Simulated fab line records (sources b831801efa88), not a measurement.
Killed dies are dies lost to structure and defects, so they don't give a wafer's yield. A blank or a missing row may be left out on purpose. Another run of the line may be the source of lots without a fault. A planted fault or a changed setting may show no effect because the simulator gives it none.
Comparing a struck lot with a sound one | flow sky130 | 21 out of 708 route steps
Sound: these wafers, L561.1, L561.4, L561.6. The struck wafers were L558.1, L558.3, L558.5. The cause comes at the end.
Per side, at each step with rows, come the tool, then ch with its chambers, and then its first start. Under that, the readings that differ: sound wafers | struck wafers | difference of the means | sigmas: that difference in standard deviations of wafers without a fault.
alike: same words and numbers on both sides, and readings whose means sit less than 2 such deviations apart. not compared: any withheld reading, any reading some wafer has no value for, any bound like >300 that may hide the same value, and any number with overlapping values for which the record gives no deviation.
Wherever a step has rows on one side only, a row that says differs or no value, or a row with sigmas, the two part there. Numbers that don't overlap but have no deviation are shown without sigmas and don't part them. A reading missing from all wafers of one side parts the sides only when that side holds two or more wafers.

first, 1 step without rows for these wafers: SKY_SONOS_TUNNEL_STRIP_11 (strips in SPM, time 600 s).
SKY_SONOS_TUNNEL_TW_MEAS_12:
  sound on film_metro-04, day 16 06:38; struck on film_metro-03, day 15 07:38
  alike: SONOS_TUNNEL_TW
then, 2 steps without rows for these wafers: SKY_SONOS_TUNNEL_CLEAN_13 (cleans in dHF, time 20 s); SKY_SONOS_ONO_OXIDATION_00 (stabilise 600 s, purge 300 s, target thk 2.6 nm).
SKY_SONOS_ONO_THK_MEAS_01:
  sound on film_metro-03, day 16 08:04; struck on film_metro-01, day 15 09:34
  alike: SONOS_ONO_OXIDATION_THK
then, 1 step without rows for these wafers: SKY_SONOS_ONO_CVD_02 (deposits Si3N4 from DCS/NH3, target thk 10.5 nm, time 180 s).
SKY_SONOS_ONO_THK_MEAS_03:
  sound on film_metro-01, day 16 10:46; struck on film_metro-02, day 15 11:13
  alike: SONOS_ONO_CVD_02_THK
then, 1 step without rows for these wafers: SKY_SONOS_ONO_CVD_04 (deposits SiO2 from SiH4/N2O, target thk 5.7199 nm).
SKY_SONOS_ONO_THK_MEAS_05:
  sound on film_metro-01, day 16 12:04; struck on film_metro-02, day 15 12:31
  reading                   | sound          | struck         | difference | sigmas
  SONOS_ONO_CVD_04_THK (nm) | 5.61 5.56 5.67 | 5.83 5.86 5.84 | +0.23      | +2
then, 3 steps without rows for these wafers: SKY_SONOS_ONO_DEHYDRATE_06 (time 60 s); SKY_SONOS_ONO_HMDS_07 (prime time 60 s); SKY_SONOS_ONO_COAT_08 (resist thk 1140 nm).
SKY_SONOS_ONO_SOFTBAKE_09: time 60 s.
  sound on litho_track-04 ch 0, day 17 01:55; struck on litho_track-02 ch 0, day 16 01:34
  reading                                        | sound             | struck            | difference | sigmas
  heater_power_total_W (W)                       | 56.62 56.60 56.55 | 59.99 60.05 60.03 | +3.43      | +90
  plate_temp_C (C)                               | 90.08 90.12 90.13 | 93.89 93.89 93.71 | +3.72      | +34
  model.NOVOLAK_of_SONOS_ONO_COAT_08.thk_nm (nm) | 1140 1139 1139    | 1131 1133 1134    | -7         |
then, 3 steps without rows for these wafers: SKY_SONOS_ONO_EXPOSE_10 (exposes mask ONOM, target cd 410 nm); SKY_SONOS_ONO_PEB_11; SKY_SONOS_ONO_DEVELOP_12 (develop time 60 s).
SKY_SONOS_ONO_CD_MEAS_13 targets a cd of 410 nm.
  sound on cd_sem-02, day 17 16:25; struck on cd_sem-01, day 16 15:25
  alike: cd_nm
SKY_SONOS_ONO_OVL_MEAS_14:
  sound on overlay-02, day 17 16:32; struck on overlay-02, day 16 15:32
  alike: SONOS_ONO_OVL
SKY_SONOS_ONO_ETCH_15: etches the open film in CHF3/O2, target depth 19.52 nm, time 7.8 s.
  sound on rie_diel-01 ch 1,2, day 17 16:34; struck on rie_diel-04 ch 1,2, day 16 15:34
  reading                                        | sound             | struck            | difference | sigmas
  oes_product_au (a.u.)                          | 0.992 0.985 1.002 | 1.015 1.012 1.019 | +0.022     | +3
  model.NOVOLAK_of_SONOS_ONO_COAT_08.thk_nm (nm) | 1124 1123 1123    | 1114 1116 1117    | -8         |
  alike: drypump_motor_current_A, throttle_valve_pct
  not compared: rf_hours_counter_h
then, 1 step without rows for these wafers: SKY_SONOS_ONO_WET_ETCH_16 (etches SiO2 in dHF, target depth 14 nm, time 280 s).
-- here the record skips 32 days between the struck wafers' starts before and after, leaving off in module SONOS_ONO and picking up in module PAD_OPEN (first step shown: number 708 of the route) --
SKY_PAD_OPEN_PROBE_99:
  sound on prober-01, day 49 05:53; struck on prober-02, day 48 15:20
  alike: killed_at_M0_to_M3, killed_at_M4_up, killed_at_contacts, killed_at_front_end, killed_at_other, killed_dies, killed_open, killed_short

## WHERE THEY PART
Last at SKY_SONOS_ONO_ETCH_15 as far as this record goes, first at SKY_SONOS_ONO_THK_MEAS_05. Later steps at which nothing parts them and some readings are alike: SKY_PAD_OPEN_PROBE_99.

WHY: what the simulator had put in
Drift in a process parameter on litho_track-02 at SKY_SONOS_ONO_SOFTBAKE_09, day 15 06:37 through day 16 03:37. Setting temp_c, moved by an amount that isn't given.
